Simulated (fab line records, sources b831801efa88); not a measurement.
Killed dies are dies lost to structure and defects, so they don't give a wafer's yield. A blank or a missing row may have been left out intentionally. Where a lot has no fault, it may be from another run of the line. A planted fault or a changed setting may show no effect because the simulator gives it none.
One fault through the eyes of 2 desks -- flow gf180mcu -- only its own numbers are on each desk; what lay behind them is given at the end

## METROLOGY DESK
What the gauges read, lot by lot, whatever tool the lot ran on: means of the sampled wafers that have a number. A lot is out of limits, marked OUT, if its mean lies more than 4 standard deviations from the usual mean; the brackets give that distance.
Columns: A = cd-nm at GF_M2_CD_MEAS_14, usual 279.9 nm; B = M3_OVL at GF_M3_OVL_MEAS_15, usual -4 nm; C = V4_OVL at GF_V4_OVL_MEAS_15, usual 3 nm
lot,first seen here,A,B,C
L832,day 20 16:45,280.5,-0,6
L833,day 21 01:43,281.1,-5,7
L835,day 21 06:49,279.3,-3,11
L837,day 21 23:59,277.8,-9,-1
L836,day 22 04:11,280.4,-8,-6
L839,day 22 14:13,283.0,-4,3
L842,day 23 18:00,281.6,-3,7
L844,day 24 10:34,287.6 (+5.9) OUT,-8,4
L845,day 24 18:59,288.3 (+6.4) OUT,-4,-2
L850,day 26 16:08,279.5,-3,7
L851,day 26 16:28,280.8,-5,6
L852,day 26 23:22,280.6,-9,9
This desk's finding: out of limits on L844, L845; first on L844, day 24 10:34 (cd-nm at GF_M2_CD_MEAS_14). L832, L833, L835, L837, L836, L839, L842, L850, L851, L852 stayed within limits.

## FOR THE TOOL OWNER'S DESK: litho-track-02
The tool's own readings at GF_M2_PEB_12 (peb time 90 s): means of the sampled wafers that have a number, for each lot that ran on this tool. A lot is out of limits, marked OUT, if its mean lies more than 4 standard deviations from the usual mean; the brackets give that distance.
Columns: A = heater-power-total-W at GF_M2_PEB_12, usual 85.70 W
lot,first seen here,A
L835,day 21 06:29,85.66
L837,day 21 23:40,85.78
L836,day 22 03:52,85.74
L839,day 22 13:53,85.64
L844,day 24 10:14,94.78 (+99 or more) OUT
L845,day 24 18:38,94.65 (+99 or more) OUT
This desk's finding: out of limits on L844, L845; first on L844, day 24 10:14 (heater-power-total-W at GF_M2_PEB_12). L835, L837, L836, L839 stayed within limits.

## PUT TOGETHER
On L844, L845, at day 24 10:14, an alarm was possible from the tool owner's desk.
An alarm was possible from the metrology desk at day 24 10:34, on L844, L845.
GF_M2_PEB_12 was run on litho-track-02 by each of the lots named.

## WHAT THE SIMULATOR PUT IN
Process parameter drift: litho-track-02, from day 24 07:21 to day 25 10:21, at GF_M2_PEB_12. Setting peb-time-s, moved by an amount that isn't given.
Struck lots among those shown: L844, L845.
Fault start to first reading out of limits, in hours, per desk: tool owner, 3; metrology, 3.
